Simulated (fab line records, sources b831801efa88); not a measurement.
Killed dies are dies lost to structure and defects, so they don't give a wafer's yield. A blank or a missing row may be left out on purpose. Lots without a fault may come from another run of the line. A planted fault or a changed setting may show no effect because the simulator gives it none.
fab line records | flow sky130
record lots=7 wafers=21 last_day=49
route steps=708 shown CAPM@546 METAL3@555 PAD_OPEN@708
lots that met no fault: from a run of the same line without faults
start_h: hours from the record's first day to the start of the lot's first wafer shown | wait_h: hours since the lot's step before | " the same as in the row above | L1.1+2: a row that stands for several wafers | - no value, or no start given | * or withheld: withheld | < > ~ a bound
route shown NAME@n: a module of which the file shows steps, and the number in the route of the first | usual: mean/standard deviation of fault-free wafers | same: alike in all rows | chamber/n: place in a boat | sites: the reading at each site | _std_site: their standard deviation | _edge_site: outer sites' mean less inner sites' | radius_mm: how far each site lies from the wafer's centre | mask NAME#n: copy n | behind: the tool/chamber that last shaped the wafer | hold: why the lot was held/for how many hours/how that ended | device: the transistor (n, p or np) that didn't switch | end of line: the same wafers' tests at the end of the route | a step without rows: its recipe alone | killed: dies lost to structure and defects at the first sort, not the wafer's yield | map: a wafer's dies, x killed, . not, _ none there
set.NAME: the setting as run; set.NAME@STEP: as run at that earlier step | model.NAME: the simulator's own value behind a step, which no gauge read
lots at some steps of the route; a table a step, a row a wafer
services: from which hour (start_h, from the record's first day; less than 0 if before it) a tool's chamber was out of use, for how many hours, and why
## steps
# step SKY_CAPM_EXPOSE_09
# recipe mask_id=CAPM na=0.6 source_shape=conventional sigma_outer=0.6 polarization=unpolarized target_cd_nm=1000 dose_mj=159
# step SKY_CAPM_PEB_10
# recipe temp_c=withheld time_s=* resist=NOVOLAK
# step SKY_CAPM_DEVELOP_11
# recipe resist=NOVOLAK developer=TMAH develop_time_s=60 dev_temp_c=23
# step SKY_CAPM_OVL_MEAS_12
# usual CAPM_OVL=0.4/1.4
# columns lot.wafer tool chamber start_h wait_h CAPM_OVL[nm]
L747.1 overlay-02 - 906.53 0.1 0.1
L747.4 " - " " 2.5
L747.5 " - " " 1.8
L748.1 overlay-01 - 906.95 0.1 0.7
L748.4 " - " " -0.1
L748.6 " - " " 1.4
L749.1 overlay-02 - 909.91 0.1 2.0
L749.3 " - " " 0.9
L749.4 " - " " 3.4
L751.1 overlay-01 - 931.21 0.1 -2.0
L751.2 " - " " -2.1
L751.5 " - " " -0.7
L753.2 overlay-02 - 937.75 0.1 0.3
L753.4 " - " " 1.3
L753.6 " - " " -0.4
L763.1 overlay-01 - 1016.33 0.1 -0.9
L763.3 " - " " -4.0
L763.4 " - " " -2.4
L764.2 overlay-01 - 1016.63 0.1 2.8
L764.3 " - " " 1.7
L764.4 " - " " 4.9
# step SKY_CAPM_METAL_ETCH_13
# recipe target_depth_nm=220 stop_on=SiO2 chemistry=Cl2/BCl3 target=TiN pressure_mtorr=10 icp_w=900 bias_w=48.5 Cl2_flow_sccm=60 bcl3_flow_sccm=30 time_s=62.9
# usual drypump_motor_current_A=6.1/0.37 oes_product_au=0.940/0.0076 throttle_valve_pct=21.903/0.01
# columns lot.wafer tool chamber start_h wait_h drypump_motor_current_A oes_product_au rf_hours_counter_h throttle_valve_pct
L747.1 rie_metal-01 0 906.56 0.0 6.6 0.941 13 21.896
L747.4 " 1 " " 6.5 0.935 - 21.913
L747.5 " 0 " " 6.6 0.942 - 21.890
L748.1 rie_metal-02 0 906.98 0.0 6.1 0.945 4 21.902
L748.4 " 0 " " 6.1 0.952 - 21.888
L748.6 " 1 " " 5.9 0.948 - 21.896
L749.1 rie_metal-03 1 909.95 0.0 5.5 0.936 0 21.904
L749.3 " 0 " " 6.0 0.939 - 21.921
L749.4 " 1 " " 5.5 0.934 - 21.915
L751.1 rie_metal-01 0 931.25 0.0 6.6 0.935 14 21.900
L751.2 " 1 " " 6.5 0.933 8 21.911
L751.5 " 0 " " 6.7 0.940 - 21.903
L753.2 rie_metal-01 1 937.78 0.0 6.5 0.949 9 21.885
L753.4 " 1 " " 6.6 0.958 - 21.882
L753.6 " 0 " " 6.6 0.950 - 21.905
L763.1 rie_metal-02 1 1016.36 0.0 5.9 0.934 18 21.908
L763.3 " 0 " " 6.0 0.935 - 21.906
L763.4 " 1 " " 5.9 0.931 - 21.889
L764.2 rie_metal-01 0 1016.66 0.0 6.6 0.927 19 21.906
L764.3 " 1 " " 6.6 0.943 - 21.905
L764.4 " 0 " " 6.6 0.950 - 21.897
# step SKY_CAPM_STRIP_14
# recipe chemistry=O2/N2 power_w=1400 pressure_mtorr=1500 platen_temp_c=withheld o2_flow_sccm=3000 n2_flow_sccm=300 overash_fraction=0.5
# usual drypump_motor_current_A=5.75/0.24 o2_flow_sccm=3001/8.9 oes_product_au=0.710/0.0046 strip_time_to_endpoint_s=12.66/0.051
# columns lot.wafer tool chamber start_h wait_h drypump_motor_current_A o2_flow_sccm oes_product_au rf_hours_counter_h strip_time_to_endpoint_s
L747.1 plasma_asher-03 1 906.64 0.1 5.90 2997 0.710 110 12.67
L747.4 " 0 " " 5.97 3011 0.704 - 12.57
L747.5 " 1 " " 5.89 3003 0.715 - 12.65
L748.1 plasma_asher-01 1 907.06 0.1 6.07 2991 0.709 42 12.62
L748.4 " 1 " " 6.08 2996 0.707 - 12.66
L748.6 " 0 " " 5.55 3013 0.714 - 12.69
L749.1 plasma_asher-01 0 910.02 0.1 5.54 3004 0.708 42 12.64
L749.3 " 1 " " 6.01 3007 0.710 - 12.66
L749.4 " 0 " " 5.56 3005 0.712 - 12.61
L751.1 plasma_asher-03 0 931.32 0.1 5.97 3005 0.711 113 12.63
L751.2 " 1 " " 5.91 3003 0.711 113 12.61
L751.5 " 0 " " 5.96 3023 0.705 - 12.61
L753.2 plasma_asher-01 0 937.86 0.1 5.55 2995 0.713 45 12.59
L753.4 " 1 " " 6.01 2995 0.706 - 12.58
L753.6 " 1 " " 6.05 2989 0.709 - 12.66
L763.1 plasma_asher-02 0 1016.44 0.1 5.42 3012 0.709 88 12.67
L763.3 " 0 " " 5.41 3004 0.709 - 12.66
L763.4 " 1 " " 5.58 2996 0.715 - 12.72
L764.2 plasma_asher-03 1 1016.74 0.1 5.93 2996 0.712 121 12.59
L764.3 " 0 " " 5.95 2989 0.716 - 12.56
L764.4 " 1 " " 5.92 3018 0.702 - 12.64
# step SKY_CAPM_STRIP_15
# recipe chemistry=post_etch_residue_remover time_s=1200 temp_c=72.5
# step SKY_CAPM_CLEAN_16
# recipe chemistry=IPA time_s=180 temp_c=25
# step SKY_CAPM_CLEAN_17
# recipe chemistry=O3/DIW dry=n2_spin
# step SKY_METAL3_DEHYDRATE_05
# recipe temp_c=200 time_s=60
# step SKY_METAL3_HMDS_06
# recipe prime_time_s=60 prime_temp_c=120
# step SKY_METAL3_COAT_07
# recipe resist=BARC temp_c=withheld time_s=withheld spin_rpm=3000 resist_thk_nm=60
# step SKY_METAL3_COAT_08
# recipe resist=KrF-thick spin_rpm=3000 resist_thk_nm=1140
# usual spin_speed_rpm=3000.1/2.2
# columns lot.wafer tool chamber start_h wait_h spin_speed_rpm model.KrF-thick_of_METAL3_COAT_08.thk_nm
L747.1 litho_track-04 0 918 - 2999.4 1148
L747.4 " 0 919 - 2998.7 1146
L747.5 " 0 " " 2997.4 1148
L748.1 litho_track-02 0 919 - 2998.7 1145
L748.4 " 0 " " 3002.8 1144
L748.6 " 0 " " 3002.5 1145
L749.1 litho_track-04 0 922 - 2574.1 1240
L749.3 " 0 " " 2574.3 1237
L749.4 " 0 " " 2574.5 1235
L751.1 litho_track-04 0 943 - 2573.6 1237
L751.2 " 0 " " 2570.4 1233
L751.5 " 0 " " 2573.3 1235
L753.2 litho_track-04 0 949 - 2573.9 1233
L753.4 " 0 950 - 2574.8 1238
L753.6 " 0 " " 2571.3 1234
L763.1 litho_track-02 0 1027 - 2999.5 1136
L763.3 " 0 " " 2997.4 1133
L763.4 " 0 " " 2997.4 1138
L764.2 litho_track-02 0 1028 - 3003.0 1138
L764.3 " 0 " " 3004.1 1135
L764.4 " 0 " " 2998.7 1138
# step SKY_METAL3_SOFTBAKE_09
# recipe temp_c=100 time_s=90 resist=KrF-thick
# step SKY_METAL3_EXPOSE_10
# recipe mask_id=MM3 na=0.68 source_shape=annular sigma_inner=0.4 sigma_outer=0.8 target_cd_nm=300 dose_mj=28
# step SKY_METAL3_PEB_11
# recipe peb_temp_c=withheld peb_time_s=withheld resist=KrF-thick
# step SKY_METAL3_DEVELOP_12
# recipe develop_time_s=60 resist=KrF-thick dev_temp_c=21
# step SKY_METAL3_CD_MEAS_13
# recipe target_cd_nm=300
# usual cd_nm=299.5/1.4
# columns lot.wafer tool chamber start_h wait_h cd_nm
L747.1 cd_sem-02 - 932.05 - 298.9
L747.4 " - " " 299.9
L747.5 " - " " 297.5
L748.1 cd_sem-02 - 932.40 - 300.7
L748.4 " - " " 300.3
L748.6 " - " " 301.9
L749.1 cd_sem-01 - 935.36 - 302.4
L749.3 " - " " 301.9
L749.4 " - " " 303.4
L751.1 cd_sem-02 - 955.50 - 304.2
L751.2 " - " " 303.9
L751.5 " - " " 303.4
L753.2 cd_sem-01 - 962.83 - 302.7
L753.4 " - " " 303.1
L753.6 " - " " 301.7
L763.1 cd_sem-01 - 1039.46 - 297.4
L763.3 " - " " 297.4
L763.4 " - " " 295.2
L764.2 cd_sem-01 - 1039.98 - 296.3
L764.3 " - " " 296.7
L764.4 " - " " 297.7
# step SKY_METAL3_OVL_MEAS_14
# usual METAL3_OVL=-1/6.3
# columns lot.wafer tool chamber start_h wait_h METAL3_OVL[nm]
L747.1 overlay-01 - 932.17 0.1 -6
L747.4 " - " " 10
L747.5 " - " " -4
L748.1 overlay-01 - 932.52 0.1 4
L748.4 " - " " -4
L748.6 " - " " -2
L749.1 overlay-01 - 935.48 0.1 -14
L749.3 " - " " -9
L749.4 " - " " -2
L751.1 overlay-02 - 955.62 0.1 4
L751.2 " - " " -2
L751.5 " - " " 4
L753.2 overlay-01 - 962.94 0.1 -7
L753.4 " - " " -3
L753.6 " - " " -2
L763.1 overlay-02 - 1039.58 0.1 3
L763.3 " - " " -1
L763.4 " - " " 7
L764.2 overlay-01 - 1040.09 0.1 -6
L764.3 " - " " 8
L764.4 " - " " -8
# step SKY_METAL3_DESCUM_15
# recipe chemistry=O2 source_power_w=150 bias_power_w=0 pressure_mtorr=10 temp_c=40 time_s=8
# usual drypump_motor_current_A=6.1/0.41 oes_product_au=1.004/0.011
# columns lot.wafer tool chamber start_h wait_h drypump_motor_current_A oes_product_au rf_hours_counter_h model.METAL3.cd_nm
L747.1 rie_metal-02 1 932.20 0.0 5.9 1.004 14 299.3
L747.4 " 0 " " 6.0 0.997 - 299.7
L747.5 " 1 " " 5.9 0.989 - 297.7
L748.1 rie_metal-04 0 932.55 0.0 5.9 1.014 14 301.3
L748.4 " 0 " " 5.9 1.006 - 300.8
L748.6 " 0 " " 5.8 1.014 - 302.6
L749.1 rie_metal-01 1 935.52 0.0 6.6 1.018 9 302.7
L749.3 " 0 " " 6.6 0.999 - 301.4
L749.4 " 1 " " 6.6 1.031 - 303.7
L751.1 rie_metal-01 1 955.65 0.0 6.6 1.019 9 304.7
L751.2 " 0 " " 6.6 0.995 16 303.5
L751.5 " 0 " " 6.6 0.998 - 303.2
L753.2 rie_metal-02 1 962.97 0.0 5.9 1.005 15 302.8
L753.4 " 1 " " 5.9 0.997 - 303
L753.6 " 1 " " 5.9 0.999 - 302.3
L763.1 rie_metal-01 0 1039.62 0.0 6.6 0.982 20 297.5
L763.3 " 1 " " 6.5 1.013 - 298.3
L763.4 " 0 " " 6.6 1.001 - 295.1
L764.2 rie_metal-04 0 1040.12 0.0 5.9 1.024 21 295.4
L764.3 " 1 " " 5.5 1.000 - 296.6
L764.4 " 0 " " 5.9 1.012 - 297.1
# step SKY_METAL3_ETCH_16
# recipe chemistry=N2/H2 target=BARC ion_energy_ev=200 bias_w=100 pressure_mtorr=30 n2_flow_sccm=100 h2_flow_sccm=200 icp_w=500 stop_on=SiO2 time_s=88.2 target_depth_a=600
# usual drypump_motor_current_A=6.1/0.41 oes_product_au=0.626/0.0045 throttle_valve_pct=13.203/0.0098
# columns lot.wafer tool chamber start_h wait_h drypump_motor_current_A oes_product_au rf_hours_counter_h throttle_valve_pct
L747.1 rie_metal-02 1 932.24 0.0 5.9 0.619 14 13.207
L747.4 " 0 " " 6.1 0.627 - 13.207
L747.5 " 1 " " 5.9 0.625 - 13.207
L748.1 rie_metal-04 0 932.62 0.1 5.9 0.627 14 13.207
L748.4 " 0 " " 5.9 0.623 - 13.207
L748.6 " 0 " " 5.9 0.628 - 13.209
L749.1 rie_metal-01 1 935.55 0.0 6.6 0.631 9 13.213
L749.3 " 0 " " 6.6 0.634 - 13.200
L749.4 " 1 " " 6.6 0.629 - 13.189
L751.1 rie_metal-01 1 955.69 0.0 6.6 0.627 9 13.220
L751.2 " 0 " " 6.6 0.625 16 13.200
L751.5 " 0 " " 6.6 0.624 - 13.215
L753.2 rie_metal-02 1 963.00 0.0 5.9 0.617 15 13.191
L753.4 " 1 " " 5.9 0.622 - 13.205
L753.6 " 1 " " 5.9 0.625 - 13.215
L763.1 rie_metal-01 0 1039.65 0.0 6.6 0.624 20 13.214
L763.3 " 1 " " 6.6 0.627 - 13.203
L763.4 " 0 " " 6.7 0.623 - 13.196
L764.2 rie_metal-04 0 1040.15 0.0 5.9 0.620 21 13.187
L764.3 " 1 " " 5.4 0.625 - 13.205
L764.4 " 0 " " 5.9 0.632 - 13.203
# step SKY_METAL3_ETCH_17
# recipe target=SiO2 stop_on=TiN chemistry=C4F8/O2/Ar source_w=1500 bias_w=1200 pressure_mtorr=40 c4f8_flow_sccm=withheld O2_flow_sccm=6 Ar_flow_sccm=300 time_s=3.9 target_depth_a=150
# usual oes_product_au=0.753/0.0069
# columns lot.wafer tool chamber start_h wait_h oes_product_au rf_hours_counter_h model.METAL3.cd_nm
L747.1 rie_diel-01 0 932.33 0.1 0.753 20 300
L747.4 " 1 " " 0.762 - 299.7
L747.5 " 0 " " 0.758 - 299.1
L748.1 rie_diel-03 3 932.81 0.2 0.757 7 302.2
L748.4 " 2 " " 0.758 14 301.3
L748.6 " 2 " " 0.756 - 303.5
L749.1 rie_diel-02 0 935.65 0.1 0.742 27 302.1
L749.3 " 3 " " 0.751 4 301.3
L749.4 " 1 " " 0.750 13 303
L751.1 rie_diel-03 2 955.78 0.1 0.746 14 304.8
L751.2 " 1 " " 0.739 6 304.6
L751.5 " 1 " " 0.742 - 304.3
L753.2 rie_diel-01 1 963.10 0.1 0.755 11 303.6
L753.4 " 3 " " 0.744 8 304.7
L753.6 " 2 " " 0.758 - 302.8
L763.1 rie_diel-03 3 1039.75 0.1 0.755 10 297.5
L763.3 " 1 " " 0.752 9 298.2
L763.4 " 2 " " 0.766 17 295.1
L764.2 rie_diel-01 0 1040.25 0.1 0.760 24 296
L764.3 " 3 " " 0.756 10 297.1
L764.4 " 2 " " 0.752 - 296.7
# step SKY_METAL3_METAL_ETCH_18
# recipe target_depth_a=8450 stop_on=SiO2 over_etch_frac=0.3 time_s=183.1 chemistry=Cl2/BCl3 resist_sidewall_deg=88 pressure_mtorr=10 icp_w=900 bias_w=48.5 Cl2_flow_sccm=60 bcl3_flow_sccm=30
# usual drypump_motor_current_A=6.1/0.4 oes_product_au=0.865/0.007 throttle_valve_pct=22.263/0.0088
# columns lot.wafer tool chamber start_h wait_h drypump_motor_current_A oes_product_au rf_hours_counter_h throttle_valve_pct model.KrF-thick_of_METAL3_COAT_08.thk_nm
L747.1 rie_metal-01 0 932.35 0.0 6.6 0.871 15 22.252 539.1
L747.4 " 0 " " 6.6 0.874 - 22.258 538.8
L747.5 " 1 " " 6.6 0.867 - 22.270 517.4
L748.1 rie_metal-02 0 932.83 0.0 6.0 0.853 6 22.259 539.3
L748.4 " 1 " " 5.9 0.847 - 22.275 537.6
L748.6 " 1 " " 5.9 0.860 - 22.263 536.3
L749.1 rie_metal-04 0 935.67 0.0 5.8 0.862 15 22.269 613.3
L749.3 " 0 " " 5.9 0.867 - 22.275 613.4
L749.4 " 0 " " 5.8 0.850 - 22.263 603.1
L751.1 rie_metal-02 1 955.80 0.0 5.9 0.860 15 22.267 627.8
L751.2 " 0 " " 6.0 0.874 6 22.259 624.1
L751.5 " 0 " " 6.0 0.864 - 22.274 624.3
L753.2 rie_metal-01 1 963.12 0.0 6.5 0.868 10 22.276 605
L753.4 " 1 " " 6.6 0.864 - 22.264 607.2
L753.6 " 0 " " 6.7 0.880 - 22.268 628.4
L763.1 rie_metal-02 0 1039.77 0.0 6.1 0.859 11 22.264 525
L763.3 " 0 " " 6.1 0.866 - 22.267 520.3
L763.4 " 1 " " 5.8 0.861 - 22.255 534.9
L764.2 rie_metal-01 1 1040.27 0.0 6.6 0.863 14 22.265 503.5
L764.3 " 1 " " 6.6 0.863 - 22.245 502.6
L764.4 " 0 " " 6.6 0.872 - 22.252 527.6
# step SKY_METAL3_STRIP_19
# recipe chemistry=O2/N2 power_w=1400 pressure_mtorr=1500 platen_temp_c=withheld o2_flow_sccm=3000 n2_flow_sccm=300 overash_fraction=0.5
# usual drypump_motor_current_A=5.61/0.25 o2_flow_sccm=3000/9.2 oes_product_au=0.501/0.0065 strip_time_to_endpoint_s=6.51/0.1
# columns lot.wafer tool chamber start_h wait_h drypump_motor_current_A o2_flow_sccm oes_product_au rf_hours_counter_h strip_time_to_endpoint_s
L747.1 plasma_asher-04 0 932.53 0.1 5.72 2982 0.510 20 6.66
L747.4 " 0 " " 5.75 3000 0.509 - 6.66
L747.5 " 1 " " 5.26 3001 0.500 - 6.46
L748.1 plasma_asher-02 0 933.01 0.1 5.42 3008 0.503 80 6.66
L748.4 " 0 " " 5.42 2995 0.502 - 6.64
L748.6 " 1 " " 5.58 2996 0.509 - 6.62
L749.1 plasma_asher-02 0 936.02 0.3 5.43 2989 0.542 80 7.40
L749.3 " 1 " " 5.58 3001 0.542 - 7.39
L749.4 " 0 " " 5.44 2990 0.531 - 7.29
L751.1 plasma_asher-02 1 955.98 0.1 5.57 3009 0.544 82 7.54
L751.2 " 0 " " 5.40 2997 0.539 82 7.50
L751.5 " 0 " " 5.41 2990 0.543 - 7.50
L753.2 plasma_asher-02 1 963.30 0.1 5.58 2998 0.530 83 7.31
L753.4 " 0 " " 5.42 2993 0.531 - 7.33
L753.6 " 0 " " 5.42 3005 0.543 - 7.55
L763.1 plasma_asher-03 1 1039.95 0.1 5.87 3013 0.496 124 6.51
L763.3 " 0 " " 5.99 3003 0.494 - 6.46
L763.4 " 1 " " 5.89 2999 0.503 - 6.61
L764.2 plasma_asher-02 1 1040.44 0.1 5.58 3005 0.492 91 6.29
L764.3 " 1 " " 5.58 2998 0.480 - 6.29
L764.4 " 0 " " 5.42 3017 0.506 - 6.54
# step SKY_METAL3_STRIP_20
# recipe chemistry=post_etch_residue_remover time_s=1200 temp_c=72.5
# step SKY_PAD_OPEN_PROBE_99
# usual defect_limited_yield=82.4/1.8 killed_at_M0_to_M3=44/6 killed_at_M4_up=2.9/1.5 killed_at_contacts=24/4.9 killed_at_front_end=16/4.3 killed_at_other=0.3/0.54 killed_dies=87/8.7 killed_open=48/6.7 killed_short=39/5.9 sort_bin_3_pad_short=0.9/0.4 sort_bin_5_function=10.5/1.5 sort_bin_6_memory=6.2/1.1 sort_n_pass=405/8.7 sort_yield_pct=82.4/1.8
# same gross_dies=492 killed_at_back_side=0 sort_bin_4_leakage[%]=0 sort_bin_8_speed[%]=0
# columns lot.wafer tool chamber start_h wait_h defect_limited_yield[%] killed_at_M0_to_M3 killed_at_M4_up killed_at_contacts killed_at_front_end killed_at_other killed_dies killed_open killed_short sort_bin_3_pad_short[%] sort_bin_5_function[%] sort_bin_6_memory[%] sort_n_pass sort_yield_pct[%]
L749.1 prober-02 - 1103.43 0.1 79.1 59 5 18 21 0 103 56 47 0.6 12.6 7.7 389 79.1
L753.4 prober-01 - 1127.16 0.2 81.3 56 3 14 18 1 92 36 56 1.2 10.6 6.9 400 81.3
L763.1 prober-01 - 1186.68 0.1 83.9 37 2 28 11 1 79 45 33 0.8 8.1 7.1 413 83.9
L763.3 prober-01 - 1186.78 0.2 84.6 41 2 22 11 0 76 42 34 1.0 8.3 6.1 416 84.6
L763.4 prober-01 - 1186.83 0.2 80.1 46 3 32 17 0 98 56 42 1.6 9.6 8.7 394 80.1
# killed by level:class
L749.1 VIA2:geometric_particle:open=11 METAL1:geometric_particle:short=11 VIA1:geometric_particle:open=11 VIA3:geometric_particle:open=11 FIELD_ISO:geometric_particle:open=7 LI_CONTACT:geometric_particle:open=5 CONTACT:geometric_particle:short=5 METAL2:geometric_particle:short=5
L753.4 METAL1:geometric_particle:short=10 METAL2:geometric_particle:short=8 VIA3:geometric_particle:open=7 VIA1:geometric_particle:open=7 VIA2:geometric_particle:open=7 POLY_GATE:geometric_particle:short=5 VIA2:geometric_particle:short=5 FIELD_ISO:geometric_particle:short=4
L763.1 CONTACT:geometric_particle:open=10 VIA1:geometric_particle:open=9 LI_CONTACT:geometric_particle:open=8 METAL2:geometric_particle:short=6 METAL3:geometric_particle:short=6 CONTACT:geometric_particle:short=5 FIELD_ISO:geometric_particle:open=4 VIA2:geometric_particle:open=4
L763.3 LI_CONTACT:geometric_particle:open=9 CONTACT:geometric_particle:open=8 METAL1:geometric_particle:short=6 VIA1:geometric_particle:open=6 VIA3:geometric_particle:open=6 VIA2:geometric_particle:short=5 VIA2:geometric_particle:open=5 METAL3:geometric_particle:short=4
L763.4 CONTACT:geometric_particle:open=14 VIA2:geometric_particle:open=10 METAL1:geometric_particle:short=8 LI_CONTACT:geometric_particle:open=6 VIA1:geometric_particle:short=6 FIELD_ISO:geometric_particle:open=5 LI_CONTACT:geometric_particle:short=5 VIA1:geometric_particle:open=5
## services
# columns tool chamber start_h hours kind
plasma_asher-03 - 885.83 1.0 repair
rie_diel-03 - 897.59 14.6 pm
rie_diel-01 3 900.54 6.2 repair
plasma_asher-02 - 902.27 7.9 repair
rie_diel-02 0 913.75 4.2 repair
rie_metal-04 1 918.84 24.1 repair
rie_metal-02 - 919.17 2.8 pm
rie_diel-01 2 922.82 14.6 repair
rie_diel-03 0 924.74 5.8 repair
rie_diel-02 2 930.15 5.0 repair
rie_diel-02 3 949.35 1.3 repair
rie_diel-01 - 977.94 2.8 pm
rie_diel-01 3 986.28 10.2 repair
plasma_asher-01 - 994.99 2.2 repair
rie_diel-02 0 1010.10 - clean
rie_diel-02 0 1010.10 - consumable_replace:showerhead
rie_diel-02 0 1010.10 31.9 scheduled_down
rie_metal-03 - 1010.43 2.8 pm
rie_diel-02 - 1010.87 2.8 pm
rie_diel-02 - 1016.30 15.6 pm
plasma_asher-01 - 1016.82 6.5 repair
rie_metal-03 - 1019.02 0.5 repair
plasma_asher-04 - 1022.15 8.6 repair
rie_diel-01 1 1036.50 9.4 repair
## key
first_sign step=SKY_METAL3_COAT_08 reading=spin_speed_rpm direction=down sigmas=99+ usual=3000.1 struck=2573.4
effect step=SKY_METAL3_CD_MEAS_13 reading=cd_nm direction=up sigmas=2.4 usual=299.5 struck=303.0
effect step=SKY_METAL3_STRIP_19 reading=strip_time_to_endpoint_s direction=up sigmas=9.1 usual=* struck=*
model_effect step=SKY_METAL3_COAT_08 value=KrF-thick_of_METAL3_COAT_08.thk_nm without=1145 struck=1236
model_effect step=SKY_METAL3_DESCUM_15 value=METAL3.cd_nm without=300.2 struck=303
model_effect step=SKY_METAL3_ETCH_17 value=METAL3.cd_nm without=300.6 struck=303.5
model_effect step=SKY_METAL3_METAL_ETCH_18 value=KrF-thick_of_METAL3_COAT_08.thk_nm without=525 struck=616.3
met_at SKY_METAL3_COAT_08
struck_wafers L749.1,L749.3,L749.4,L751.1,L751.2,L751.5,L753.2,L753.4,L753.6
onset_between 918 922
fault kind=process_parameter_drift tool=litho_track-04 chamber=- onset_h=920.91 steps=SKY_METAL3_COAT_08 channel=spin_rpm offset=-426.82 shape=step end_h=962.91 acts_in=these_recipes_only stated=3000
